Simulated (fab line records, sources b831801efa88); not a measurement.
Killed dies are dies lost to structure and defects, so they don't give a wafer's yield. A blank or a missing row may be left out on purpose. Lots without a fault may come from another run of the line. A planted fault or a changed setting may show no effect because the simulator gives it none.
Split-lot experiment | flow sky130 | 5 lots, 23 wafers read, on a route of 708 steps

THE SPLIT
At SKY_METAL3_METAL_ETCH_18 (etches the open film in Cl2/BCl3, stops on SiO2, target depth 845 nm, time 183.1 s), the setting time_s was moved away from the recipe's 183.1 s on 9 of the 23 wafers read, by -13.4% to +7.9%. The other wafers ran this setting at the recipe's value.

The file shows no step between the split and the reading.

THE READING
oes_product_au, in a.u., at SKY_METAL3_STRIP_19 (strips in O2/N2). Fault-free wafers of this fab line usually give 0.500 a.u., standard deviation 0.0055 a.u..

wafer  | tool, chamber at the split | time_s as run, s | against the recipe | oes_product_au, a.u. | against lot-mates on the recipe
L075.1 | rie_metal-03, 1            | 183.1            | recipe             | 0.494                | -
L075.2 | rie_metal-03, 0            | 183.1            | recipe             | 0.496                | -
L075.3 | rie_metal-03, 0            | 158.6            | -13.4%             | 0.532                | +0.037
L075.4 | rie_metal-03, 1            | 158.6            | -13.4%             | 0.532                | +0.037
L075.6 | rie_metal-03, 0            | 158.6            | -13.4%             | 0.530                | +0.035
L078.1 | rie_metal-01, 0            | 183.1            | recipe             | 0.506                | -
L078.2 | rie_metal-01, 1            | 183.1            | recipe             | 0.501                | -
L078.3 | rie_metal-01, 1            | 175.7            | -4.0%              | 0.511                | +0.009
L078.4 | rie_metal-01, 0            | 175.7            | -4.0%              | 0.509                | +0.007
L078.6 | rie_metal-01, 1            | 183.1            | recipe             | 0.499                | -
L079.2 | rie_metal-03, 1            | 192.2            | +5.0%              | 0.482                | -0.021
L079.3 | rie_metal-03, 1            | 183.1            | recipe             | 0.504                | -
L079.4 | rie_metal-03, 0            | 183.1            | recipe             | 0.505                | -
L079.5 | rie_metal-03, 0            | 183.1            | recipe             | 0.499                | -
L079.6 | rie_metal-03, 1            | 192.2            | +5.0%              | 0.484                | -0.019
L080.1 | rie_metal-03, 0            | 183.1            | recipe             | 0.505                | -
L080.5 | rie_metal-03, 0            | 183.1            | recipe             | 0.502                | -
L080.6 | rie_metal-03, 1            | 183.1            | recipe             | 0.501                | -
L081.1 | rie_metal-01, 0            | 197.6            | +7.9%              | 0.481                | -0.014
L081.2 | rie_metal-01, 1            | 183.1            | recipe             | 0.496                | -
L081.4 | rie_metal-01, 0            | 183.1            | recipe             | 0.497                | -
L081.5 | rie_metal-01, 1            | 197.6            | +7.9%              | 0.476                | -0.019
L081.6 | rie_metal-01, 0            | 183.1            | recipe             | 0.491                | -

THE FIT
A straight line over all 23 wafers: oes_product_au changes by -0.00251 a.u. for each +1% of time_s; r = -0.97; the points scatter about the line by 0.0039 a.u..
The same after taking each lot's own level away (the mean of its wafers on the recipe; 23 wafers): -0.00266 a.u. for each +1%; r = -0.98; scatter 0.0034 a.u..
On that fit, the largest move of time_s shifts the reading by 0.036 a.u..
The lots' own levels span 0.4947 to 0.5027 a.u., that is 1.5 times the standard deviation above.
So the lot-to-lot level changes the slope little: the two slopes agree.
Check: with one of the wafers moved furthest among these (-13.4%) left out of the fit, the line predicts +0.0347 a.u. for it against its lot-mates. It came out at +0.037 a.u. against them.
Tool readings at the split's step, against how far the setting was moved: oes_product_au r = -0.92.

OTHER SPLITS ON THESE WAFERS
These wafers also went through other splits before the reading. Each is held against what the fit with the lots' levels taken away leaves over:
other split on the same wafers | wafers away from the commonest value | r with oes_product_au (lot level and that fit taken away)
SKY_CAPM_COAT_07 resist_thk_nm | 10                                   | -0.28
SKY_METAL3_EXPOSE_10 dose_mj   | 11                                   | +0.03

THE WHOLE CHAIN: every reading that the file lists as answering this split, in the file's order
step                     | what it does                                                                       | reading                                                                             | change (the file's fit)                                                              | r (the file's)
SKY_METAL3_METAL_ETCH_18 | etches the open film in Cl2/BCl3, stops on SiO2, target depth 845 nm, time 183.1 s | oes_product_au                                                                      | not straight: 0.948 at the lowest setting, 0.865 at the recipe, 0.856 at the highest | not given
SKY_METAL3_METAL_ETCH_18 | etches the open film in Cl2/BCl3, stops on SiO2, target depth 845 nm, time 183.1 s | KrF-thick_of_METAL3_COAT_08.thk_nm (the simulator's own value, which no gauge read) | -5.85 nm for each +1% of the setting                                                 | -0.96
SKY_METAL3_STRIP_19      | strips in O2/N2                                                                    | oes_product_au                                                                      | -0.00263 a.u. for each +1% of the setting                                            | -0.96
SKY_METAL3_STRIP_19      | strips in O2/N2                                                                    | strip_time_to_endpoint_s                                                            | withheld for each +1% of the setting                                                 | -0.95

THE FILE'S OWN FIT
oes_product_au changes by -0.00263 a.u. for each +1% of time_s, r = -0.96.
